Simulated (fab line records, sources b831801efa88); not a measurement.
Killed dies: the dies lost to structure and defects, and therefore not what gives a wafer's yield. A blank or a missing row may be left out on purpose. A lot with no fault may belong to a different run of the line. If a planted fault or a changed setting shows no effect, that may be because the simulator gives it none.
Matching of chambers    flow sky130    SKY_VIA3_ETCH_15 on rie-diel-03 has 4 sister chambers
The step etches SiO2 in C4F8/O2/Ar, stops on TiN, target depth 507 nm, time 78 s. 14 wafers are shown with their chamber, then 7 later ones without.

## WAFERS PAIRED WITH THEIR CHAMBERS
wafer   chamber  oes-product-au (a.u.)
L079.1  1        0.953
L079.2  3        0.945
L079.3  0        0.944
L079.4  0        0.938
L079.5  1        0.951
L079.6  3        0.943
L081.3  2        0.939
L081.4  3        0.937
L081.6  0        0.941
L085.2  1        0.932
L085.4  0        0.946
L085.6  2        0.951
L087.1  1        0.949
L087.2  3        0.950

SIGNATURES (averages over the wafers above)
reading         chamber 0  chamber 1  chamber 2  chamber 3  scatter within a chamber
oes-product-au  0.94225    0.94625    0.94500    0.94375    0.00689
Rule: a wafer's distance from a chamber is the root of the sum, over the readings, of the square of ((its reading less the chamber's mean) divided by the reading's scatter). If the next closest chamber is less than 2 further off than the closest, the wafer can't be placed; otherwise it belongs to the closest. How the scatter is found: for the shown wafers, subtract from each reading the mean of its chamber, square and add these, divide the total by (wafers less chambers), then take the root.

## WAFERS MISSING THEIR CHAMBER
wafer   oes-product-au (a.u.)
L087.5  0.947
L090.1  0.946
L090.2  0.942
L090.3  0.941
L090.4  0.953
L090.5  0.944
L090.6  0.943

## THE CHAMBER EACH PASSED THROUGH
wafer   from the rows above                in truth
L087.5  can't be placed: 1 or 2 or 3 or 0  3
L090.1  can't be placed: 1 or 2 or 3 or 0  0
L090.2  can't be placed: 0 or 3 or 2 or 1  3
L090.3  can't be placed: 0 or 3 or 2 or 1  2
L090.4  can't be placed: 1 or 2 or 3 or 0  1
L090.5  can't be placed: 3 or 2 or 0 or 1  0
L090.6  can't be placed: 0 or 3 or 2 or 1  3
Correctly placed: 0 of 7. Unplaceable from these rows: 7, with the true chamber sitting among the candidates in 7. Placed wrongly: 0.
